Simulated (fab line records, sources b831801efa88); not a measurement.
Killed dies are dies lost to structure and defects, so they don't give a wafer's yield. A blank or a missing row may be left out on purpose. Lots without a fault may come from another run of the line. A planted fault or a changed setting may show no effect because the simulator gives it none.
Chamber matching | flow sky130 | SKY_VIA3_ETCH_14 on rie_diel-02: 4 sister chambers
The step etches BARC in N2/H2, stops on SiO2, time 45.9 s, target depth 60 nm. 4 wafers are shown with their chamber, then 10 later ones without.

WAFERS WITH THEIR CHAMBER
wafer  | chamber | throttle_valve_pct (%)
L081.2 | 1       | 13.223
L085.6 | 0       | 13.229
L086.1 | 2       | 13.219
L086.2 | 3       | 13.201

WAFERS WITHOUT THEIR CHAMBER
wafer  | throttle_valve_pct (%)
L086.6 | 13.235
L090.1 | 13.219
L090.3 | 13.245
L090.5 | 13.227
L096.1 | 13.227
L096.2 | 13.218
L096.3 | 13.230
L097.1 | 13.225
L097.2 | 13.217
L097.5 | 13.237

WHICH CHAMBER EACH WENT THROUGH
wafer  | from the rows above          | in truth
L086.6 | can't be placed: 0 or 1 or 2 | 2
L090.1 | can't be placed: 2 or 1 or 0 | 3
L090.3 | can't be placed: 0 or 1 or 2 | 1
L090.5 | can't be placed: 0 or 1 or 2 | 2
L096.1 | can't be placed: 0 or 1 or 2 | 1
L096.2 | can't be placed: 2 or 1 or 0 | 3
L096.3 | can't be placed: 0 or 1 or 2 | 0
L097.1 | can't be placed: 1 or 0 or 2 | 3
L097.2 | can't be placed: 2 or 1 or 0 | 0
L097.5 | can't be placed: 0 or 1 or 2 | 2
Placed correctly: 0 of 10. Can't be placed from these rows: 10 (the true chamber is among the candidates in 7). Placed wrongly: 0.
How it was worked out, from the rows above alone: a wafer's distance from a chamber is the root of the sum, over the readings, of the square of ((its reading less the chamber's mean) divided by the reading's scatter). The wafer belongs to the nearest chamber; if the next one is less than 2 further off, it can't be placed. A chamber's mean is the mean of its shown wafers. The scatter: with one shown wafer a chamber, the root of the mean of the squares of how far each hidden wafer lies from its nearest shown one.
